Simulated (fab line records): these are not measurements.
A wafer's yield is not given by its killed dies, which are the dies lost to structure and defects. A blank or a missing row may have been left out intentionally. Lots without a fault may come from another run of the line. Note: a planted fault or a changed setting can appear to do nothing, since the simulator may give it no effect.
Which tool did it? -- flow gf180mcu -- 24 lots, 72 wafers sampled, at 3 steps of a route of 602

== WHAT THE GAUGES READ, wafer by wafer ==
GF_V3_CD_MEAS_14 targets a cd of 260 nm. Usual: cd_nm at 260.1 nm, with a standard deviation of 1.3.
lot,measured,on,cd_nm (nm),flag
L074,day 22 17:13,cd_sem-01,259.3 258.8 258.6,
L075,day 22 19:40,cd_sem-01,259.9 260.7 261.1,
L077,day 23 19:01,cd_sem-02,258.7 259.9 259.4,
L076,day 23 19:06,cd_sem-01,260.6 261.6 262.3,
L078,day 23 21:07,cd_sem-01,257.5 258.4 256.8,
L079,day 24 13:34,cd_sem-02,259.9 259.1 258.0,
L080,day 24 16:06,cd_sem-02,259.5 258.8 259.2,
L081,day 25 02:27,cd_sem-01,260.2 260.3 260.4,
L082,day 25 07:13,cd_sem-02,257.0 257.5 258.6,
L083,day 25 13:58,cd_sem-01,258.3 260.0 259.4,
L084,day 25 19:04,cd_sem-01,259.2 260.0 260.2,
L085,day 26 07:51,cd_sem-01,260.7 260.1 261.3,
L086,day 26 10:36,cd_sem-02,261.8 261.9 261.8,
L087,day 26 21:46,cd_sem-02,257.7 260.6 260.0,
L088,day 27 05:46,cd_sem-02,261.1 260.8 262.0,
L089,day 27 06:58,cd_sem-02,259.9 259.7 261.4,
L090,day 27 16:08,cd_sem-01,261.9 261.9 260.4,
L091,day 27 22:51,cd_sem-01,261.9 262.6 262.2,
L092,day 28 11:02,cd_sem-01,259.0 259.1 259.2,
L093,day 28 13:58,cd_sem-01,260.4 258.2 260.8,
L094,day 28 22:26,cd_sem-02,261.7 260.2 261.4,
L095,day 29 05:51,cd_sem-01,260.9 259.8 260.6,
L096,day 29 10:28,cd_sem-01,261.3 260.4 260.7,
L097,day 29 16:48,cd_sem-01,259.3 259.3 259.6,

== EACH LOT AND THE TOOL THAT RAN IT (in order: tool; ch and the chambers of the sampled wafers; start) ==
lot,GF_V1_SPUTTER_22,GF_V3_CVD_02
L074,"pvd_sputter-03, day 18 11:15","pecvd-01 ch 0,1,2, day 21 16:58"
L075,"pvd_sputter-01, day 18 13:41","pecvd-04 ch 1,2, day 21 19:30"
L077,"pvd_sputter-03, day 19 14:15","pecvd-04 ch 0,2, day 22 19:21"
L076,"pvd_sputter-01, day 19 15:11","pecvd-03 ch 0,1, day 22 19:59"
L078,"pvd_sputter-02, day 19 17:37","pecvd-03 ch 0,1,2, day 22 22:08"
L079,"pvd_sputter-02, day 20 12:49","pecvd-04 ch 0,2, day 23 14:52"
L080,"pvd_sputter-03, day 20 13:30","pecvd-03 ch 1,2, day 23 17:03"
L081,"pvd_sputter-01, day 21 00:48","pecvd-03 ch 1,2, day 24 04:06"
L082,"pvd_sputter-02, day 21 06:37","pecvd-03 ch 0,2, day 24 08:07"
L083,"pvd_sputter-01, day 21 14:16","pecvd-03 ch 1,2, day 24 15:40"
L084,"pvd_sputter-02, day 21 20:01","pecvd-03 ch 0,1,2, day 24 21:23"
L085,"pvd_sputter-01, day 22 10:29","pecvd-03 ch 0,2, day 25 10:38"
L086,"pvd_sputter-03, day 22 12:49","pecvd-01 ch 0,2, day 25 13:41"
L087,"pvd_sputter-02, day 23 02:43","pecvd-03 ch 0,1,2, day 26 00:22"
L088,"pvd_sputter-03, day 23 09:27","pecvd-04 ch 0,1,2, day 26 08:23"
L089,"pvd_sputter-03, day 23 12:48","pecvd-04 ch 0,2, day 26 09:56"
L090,"pvd_sputter-01, day 23 22:34","pecvd-04 ch 1,2, day 26 19:22"
L091,"pvd_sputter-03, day 24 06:45","pecvd-04 ch 0,2, day 27 02:30"
L092,"pvd_sputter-01, day 24 18:56","pecvd-01 ch 1,2, day 27 14:17"
L093,"pvd_sputter-02, day 24 23:17","pecvd-03 ch 0,1,2, day 27 17:57"
L094,"pvd_sputter-03, day 25 09:02","pecvd-01 ch 0,2, day 28 02:47"
L095,"pvd_sputter-01, day 25 16:51","pecvd-01 ch 0,1, day 28 09:26"
L096,"pvd_sputter-01, day 25 21:20","pecvd-03 ch 0,1,2, day 28 14:28"
L097,"pvd_sputter-03, day 26 05:38","pecvd-04 ch 1,2, day 28 21:13"
- GF_V1_SPUTTER_22: material TiN, target thk 10 nm, time 40 s.
- GF_V3_CVD_02: deposits SiO2 from TEOS, target thk 850 nm, time 94.851 s.

== AS READ BY THE TOOLS THEMSELVES (means over the sampled wafers that have a number; for cases with no such wafer, the mark the record gives instead) ==
GF_V1_SPUTTER_22. Usual: throttle_valve_pct at 29.9 %, with a standard deviation of 1.
lot,tool,throttle_valve_pct (%),flag
L074,pvd_sputter-03,31.1,
L075,pvd_sputter-01,30.6,
L077,pvd_sputter-03,30.5,
L076,pvd_sputter-01,29.9,
L078,pvd_sputter-02,29.0,
L079,pvd_sputter-02,29.7,
L080,pvd_sputter-03,29.6,
L081,pvd_sputter-01,30.1,
L082,pvd_sputter-02,30.7,
L083,pvd_sputter-01,29.2,
L084,pvd_sputter-02,29.7,
L085,pvd_sputter-01,29.4,
L086,pvd_sputter-03,30.3,
L087,pvd_sputter-02,30.0,
L088,pvd_sputter-03,30.3,
L089,pvd_sputter-03,30.5,
L090,pvd_sputter-01,29.7,
L091,pvd_sputter-03,30.2,
L092,pvd_sputter-01,30.4,
L093,pvd_sputter-02,29.8,
L094,pvd_sputter-03,30.2,
L095,pvd_sputter-01,29.7,
L096,pvd_sputter-01,29.2,
L097,pvd_sputter-03,29.9,

GF_V3_CVD_02. Usual: heater_power_w 645 W, standard deviation 120; rf_fwd_power_W 595.5 W, standard deviation 2.1.
lot,tool,heater_power_w (W),rf_fwd_power_W (W),flag
L074,pecvd-01,574,593.5,
L075,pecvd-04,862,596.6,
L077,pecvd-04,737,595.7,
L076,pecvd-03,553,593.0,
L078,pecvd-03,612,595.2,
L079,pecvd-04,748,593.0,
L080,pecvd-03,619,596.2,
L081,pecvd-03,585,596.2,
L082,pecvd-03,571,595.0,
L083,pecvd-03,600,595.1,
L084,pecvd-03,602,595.3,
L085,pecvd-03,639,597.3,
L086,pecvd-01,606,596.5,
L087,pecvd-03,605,594.4,
L088,pecvd-04,723,595.5,
L089,pecvd-04,824,595.0,
L090,pecvd-04,778,598.1,
L091,pecvd-04,789,594.4,
L092,pecvd-01,510,595.2,
L093,pecvd-03,571,595.5,
L094,pecvd-01,584,594.6,
L095,pecvd-01,609,597.2,
L096,pecvd-03,649,594.9,
L097,pecvd-04,797,596.1,

== THE ANSWER, worked out from the rows above alone ==
Rule: take the mean of a lot's wafers that have a number; if it is more than 3 standard deviations from the usual mean, the lot is off. A lot without any number at a reading at which 4 lots or more have one is off too. All remaining lots with rows at the step are treated as sound. After the gauges, taken in route order, come the tools' own readings; for these a lot's mean is taken, as printed above. The first step at which some lot is off is used, and at that step the reading that is off furthest; a lot without a number counts as furthest.
Across all readings shown, no lot is off: no conclusion can be drawn from this.

== WHAT THE SIMULATOR HAD INSERTED ==
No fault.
